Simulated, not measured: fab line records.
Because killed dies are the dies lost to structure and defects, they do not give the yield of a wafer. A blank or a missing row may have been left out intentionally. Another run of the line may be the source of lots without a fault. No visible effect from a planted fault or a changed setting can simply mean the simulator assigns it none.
Shared-tool check :: flow gf180mcu :: 14 lots, 42 wafers sampled

## WHY THIS WAS OPENED
2 of 14 lots carry a flag on the reading MIM_CVD_05_THK at GF_MIM_THK_MEAS_06. No-fault wafers: 42.0 nm, standard deviation 0.65.
Rule: flag the lot when none of its wafers has a number, or when each of its wafers that has one lies beyond 4 standard deviations from that mean. The rest of the lots are taken to be sound.

lot: L269
measured: day 24 13:32
on: film metro-04
MIM_CVD_05_THK (nm), wafer by wafer: 40.8 41.3 41.9
flag: 

lot: L271
measured: day 25 07:42
on: film metro-04
MIM_CVD_05_THK (nm), wafer by wafer: 41.3 42.3 42.1
flag: 

lot: L272
measured: day 25 18:14
on: film metro-02
MIM_CVD_05_THK (nm), wafer by wafer: 40.9 40.9 41.9
flag: 

lot: L274
measured: day 26 15:48
on: film metro-02
MIM_CVD_05_THK (nm), wafer by wafer: 42.1 42.3 42.3
flag: 

lot: L275
measured: day 27 00:04
on: film metro-02
MIM_CVD_05_THK (nm), wafer by wafer: 41.4 42.2 42.3
flag: 

lot: L277
measured: day 27 10:04
on: film metro-04
MIM_CVD_05_THK (nm), wafer by wafer: 42.6 42.3 42.2
flag: 

lot: L279
measured: day 28 12:33
on: film metro-02
MIM_CVD_05_THK (nm), wafer by wafer: 41.7 41.9 42.1
flag: 

lot: L280
measured: day 29 00:04
on: film metro-02
MIM_CVD_05_THK (nm), wafer by wafer: 57.5 56.4 56.8
flag: FLAGGED

lot: L283
measured: day 29 14:55
on: film metro-02
MIM_CVD_05_THK (nm), wafer by wafer: 56.3 56.1 55.9
flag: FLAGGED

lot: L284
measured: day 29 16:25
on: film metro-02
MIM_CVD_05_THK (nm), wafer by wafer: 42.8 43.6 42.9
flag: 

lot: L286
measured: day 30 07:19
on: film metro-04
MIM_CVD_05_THK (nm), wafer by wafer: 42.0 42.2 42.9
flag: 

lot: L288
measured: day 30 14:36
on: film metro-01
MIM_CVD_05_THK (nm), wafer by wafer: 41.2 41.0 41.6
flag: 

lot: L289
measured: day 30 18:34
on: film metro-02
MIM_CVD_05_THK (nm), wafer by wafer: 41.6 41.5 42.2
flag: 

lot: L291
measured: day 31 07:57
on: film metro-02
MIM_CVD_05_THK (nm), wafer by wafer: 42.6 42.8 43.1
flag: 
The mean of the flagged lots' numbers is 56.5 nm, +14.5 nm from the usual (+22 standard deviations).

## LOT BY LOT: THE TOOL USED
The record holds 3 process steps before the reading, out of a route of 602 steps. Cell contents, in order: the tool; ch with the chambers the sampled wafers went through; the start.
lot: L269
flag: 
GF_V3_SPUTTER_22: pvd sputter-02, day 22 12:23
GF_M4_SPUTTER_00: pvd sputter-03, day 22 13:01
GF_MIM_CVD_05: pecvd-04 ch 1,2, day 24 13:29

lot: L271
flag: 
GF_V3_SPUTTER_22: pvd sputter-01, day 23 07:18
GF_M4_SPUTTER_00: pvd sputter-02, day 23 07:56
GF_MIM_CVD_05: pecvd-01 ch 0,1, day 25 07:39

lot: L272
flag: 
GF_V3_SPUTTER_22: pvd sputter-01, day 23 17:41
GF_M4_SPUTTER_00: pvd sputter-03, day 23 18:19
GF_MIM_CVD_05: pecvd-01 ch 1,2, day 25 18:11

lot: L274
flag: 
GF_V3_SPUTTER_22: pvd sputter-03, day 24 16:43
GF_M4_SPUTTER_00: pvd sputter-04, day 24 17:21
GF_MIM_CVD_05: pecvd-04 ch 1,2, day 26 15:44

lot: L275
flag: 
GF_V3_SPUTTER_22: pvd sputter-01, day 25 02:21
GF_M4_SPUTTER_00: pvd sputter-04, day 25 02:59
GF_MIM_CVD_05: pecvd-04 ch 1,2, day 27 00:01

lot: L277
flag: 
GF_V3_SPUTTER_22: pvd sputter-01, day 25 13:17
GF_M4_SPUTTER_00: pvd sputter-04, day 25 13:55
GF_MIM_CVD_05: pecvd-04 ch 1,2, day 27 10:00

lot: L279
flag: 
GF_V3_SPUTTER_22: pvd sputter-01, day 26 16:44
GF_M4_SPUTTER_00: pvd sputter-03, day 26 17:22
GF_MIM_CVD_05: pecvd-01 ch 0,2, day 28 12:31

lot: L280
flag: FLAGGED
GF_V3_SPUTTER_22: pvd sputter-03, day 27 04:11
GF_M4_SPUTTER_00: pvd sputter-03, day 27 04:49
GF_MIM_CVD_05: pecvd-01 ch 0,1,2, day 29 00:01

lot: L283
flag: FLAGGED
GF_V3_SPUTTER_22: pvd sputter-01, day 27 20:32
GF_M4_SPUTTER_00: pvd sputter-03, day 27 21:10
GF_MIM_CVD_05: pecvd-01 ch 0,1,2, day 29 14:53

lot: L284
flag: 
GF_V3_SPUTTER_22: pvd sputter-03, day 27 22:35
GF_M4_SPUTTER_00: pvd sputter-04, day 27 23:13
GF_MIM_CVD_05: pecvd-03 ch 0,1, day 29 16:23

lot: L286
flag: 
GF_V3_SPUTTER_22: pvd sputter-03, day 28 13:15
GF_M4_SPUTTER_00: pvd sputter-04, day 28 13:53
GF_MIM_CVD_05: pecvd-03 ch 0,1, day 30 07:17

lot: L288
flag: 
GF_V3_SPUTTER_22: pvd sputter-01, day 28 22:11
GF_M4_SPUTTER_00: pvd sputter-04, day 28 22:49
GF_MIM_CVD_05: pecvd-04 ch 1,2, day 30 14:33

lot: L289
flag: 
GF_V3_SPUTTER_22: pvd sputter-01, day 29 01:50
GF_M4_SPUTTER_00: pvd sputter-03, day 29 02:30
GF_MIM_CVD_05: pecvd-04 ch 1,2, day 30 18:31

lot: L291
flag: 
GF_V3_SPUTTER_22: pvd sputter-03, day 29 14:49
GF_M4_SPUTTER_00: pvd sputter-03, day 29 15:27
GF_MIM_CVD_05: pecvd-03 ch 0,2, day 31 07:54
These steps, and what they do:
- GF_V3_SPUTTER_22: material TiN, target thk 10 nm, time 40 s.
- GF_M4_SPUTTER_00: material Ti, target thk 37.5 nm, time 150 s.
- GF_MIM_CVD_05: deposits Si3N4, target thk 42 nm, time 29.086 s.
- GF_MIM_THK_MEAS_06

## FLAGGED AGAINST TOTAL, ONE TOOL AT A TIME (gauges that did the reading follow at the end)
step: GF_V3_SPUTTER_22
tool: pvd sputter-01
lots run: 8
flagged: 1
share of the flagged lots: some
sound lots run after its first flagged lot: 2 (L288,L289)

step: GF_V3_SPUTTER_22
tool: pvd sputter-02
lots run: 1
flagged: 0
share of the flagged lots: none
sound lots run after its first flagged lot: -

step: GF_V3_SPUTTER_22
tool: pvd sputter-03
lots run: 5
flagged: 1
share of the flagged lots: some
sound lots run after its first flagged lot: 3 (L284,L286,L291)

step: GF_M4_SPUTTER_00
tool: pvd sputter-02
lots run: 1
flagged: 0
share of the flagged lots: none
sound lots run after its first flagged lot: -

step: GF_M4_SPUTTER_00
tool: pvd sputter-03
lots run: 7
flagged: 2
share of the flagged lots: all
sound lots run after its first flagged lot: 2 (L289,L291)

step: GF_M4_SPUTTER_00
tool: pvd sputter-04
lots run: 6
flagged: 0
share of the flagged lots: none
sound lots run after its first flagged lot: -

step: GF_MIM_CVD_05
tool: pecvd-01
lots run: 5
flagged: 2
share of the flagged lots: all
sound lots run after its first flagged lot: 0

step: GF_MIM_CVD_05
tool: pecvd-03
lots run: 3
flagged: 0
share of the flagged lots: none
sound lots run after its first flagged lot: -

step: GF_MIM_CVD_05
tool: pecvd-04
lots run: 6
flagged: 0
share of the flagged lots: none
sound lots run after its first flagged lot: -

step: GF_MIM_THK_MEAS_06
tool: film metro-01
lots run: 1
flagged: 0
share of the flagged lots: none
sound lots run after its first flagged lot: -

step: GF_MIM_THK_MEAS_06
tool: film metro-02
lots run: 9
flagged: 2
share of the flagged lots: all
sound lots run after its first flagged lot: 3 (L284,L289,L291)

step: GF_MIM_THK_MEAS_06
tool: film metro-04
lots run: 4
flagged: 0
share of the flagged lots: none
sound lots run after its first flagged lot: -

## WHAT THE TABLE ALLOWS
3 rows of the table ran every flagged lot: pvd sputter-03 at GF_M4_SPUTTER_00, pecvd-01 at GF_MIM_CVD_05, film metro-02 at GF_MIM_THK_MEAS_06.
- pvd sputter-03 at GF_M4_SPUTTER_00 ran 7 lots, 2 of them flagged. Sound lots ran on it after the first flagged one (L289, L291), which a lasting fault on the whole tool wouldn't allow.
- pecvd-01 at GF_MIM_CVD_05 ran 5 lots, 2 of them flagged. It ran its last sound lot, L279, at day 28 12:31 and its first flagged lot, L280, at day 29 00:01: a fault with its onset between the two fits.
- film metro-02 at GF_MIM_THK_MEAS_06 ran 9 lots, 2 of them flagged. Sound lots ran on it after the first flagged one (L284, L289, L291), which a lasting fault on the whole tool wouldn't allow.
pecvd-01 at GF_MIM_CVD_05 is the single tool remaining.

## WHAT WAS PUT IN BY THE SIMULATOR
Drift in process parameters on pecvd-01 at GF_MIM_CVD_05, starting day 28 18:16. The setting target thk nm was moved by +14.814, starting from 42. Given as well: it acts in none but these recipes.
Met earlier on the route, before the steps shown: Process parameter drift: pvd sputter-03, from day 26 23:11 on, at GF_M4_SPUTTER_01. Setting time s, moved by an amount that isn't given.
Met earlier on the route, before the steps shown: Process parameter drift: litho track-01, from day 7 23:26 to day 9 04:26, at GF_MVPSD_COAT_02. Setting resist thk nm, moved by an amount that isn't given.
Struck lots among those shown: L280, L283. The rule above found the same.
